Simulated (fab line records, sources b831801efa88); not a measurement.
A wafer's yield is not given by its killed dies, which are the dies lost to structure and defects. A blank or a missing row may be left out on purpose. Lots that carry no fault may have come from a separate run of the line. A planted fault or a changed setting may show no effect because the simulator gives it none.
Matching of chambers | flow gf180mcu | pecvd-02 running GF_V3_CVD_02: 3 sister chambers
The step deposits SiO2 from TEOS, target thk 850 nm, time 94.851 s. 6 wafers are shown with their chamber, then 11 later ones without.

== EACH WAFER AND ITS CHAMBER ==
wafer  | chamber | heaterPowerW (W)
L085.4 | 0       | 593
L085.5 | 1       | 716
L091.1 | 2       | 609
L091.2 | 1       | 784
L091.3 | 0       | 633
L091.4 | 2       | 668

== WAFERS WHOSE CHAMBER IS MISSING ==
wafer  | heaterPowerW (W)
L091.5 | 639
L091.6 | 640
L092.3 | 672
L092.5 | 559
L092.6 | 578
L097.1 | 703
L097.2 | 609
L097.3 | 734
L097.4 | 645
L097.5 | 756
L097.6 | 704

== THE CHAMBER EACH PASSED THROUGH ==
wafer  | from the rows above          | in truth
L091.5 | can't be placed: 2 or 0      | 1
L091.6 | can't be placed: 2 or 0      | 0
L092.3 | can't be placed: 2 or 0 or 1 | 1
L092.5 | can't be placed: 0 or 2      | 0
L092.6 | can't be placed: 0 or 2      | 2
L097.1 | can't be placed: 1 or 2 or 0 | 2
L097.2 | can't be placed: 0 or 2      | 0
L097.3 | can't be placed: 1 or 2      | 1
L097.4 | can't be placed: 2 or 0      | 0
L097.5 | 1                            | 1
L097.6 | can't be placed: 1 or 2 or 0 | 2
Placed correctly: 1 of 11. Cannot be placed on the basis of these rows: 10; the candidates contain the true chamber in 9. 0 placed wrongly.
How it was worked out, from the rows above alone: a wafer's distance from a chamber is the root of the sum, over the readings, of the square of ((its reading less the chamber's mean) divided by the reading's scatter). The wafer belongs to the nearest chamber; if the next one is less than 2 further off, it can't be placed. The mean given for a chamber averages the wafers shown for that chamber. The scatter: the root of (the sum of the squares of (reading less its chamber's mean) over the shown wafers, divided by (wafers less chambers)).
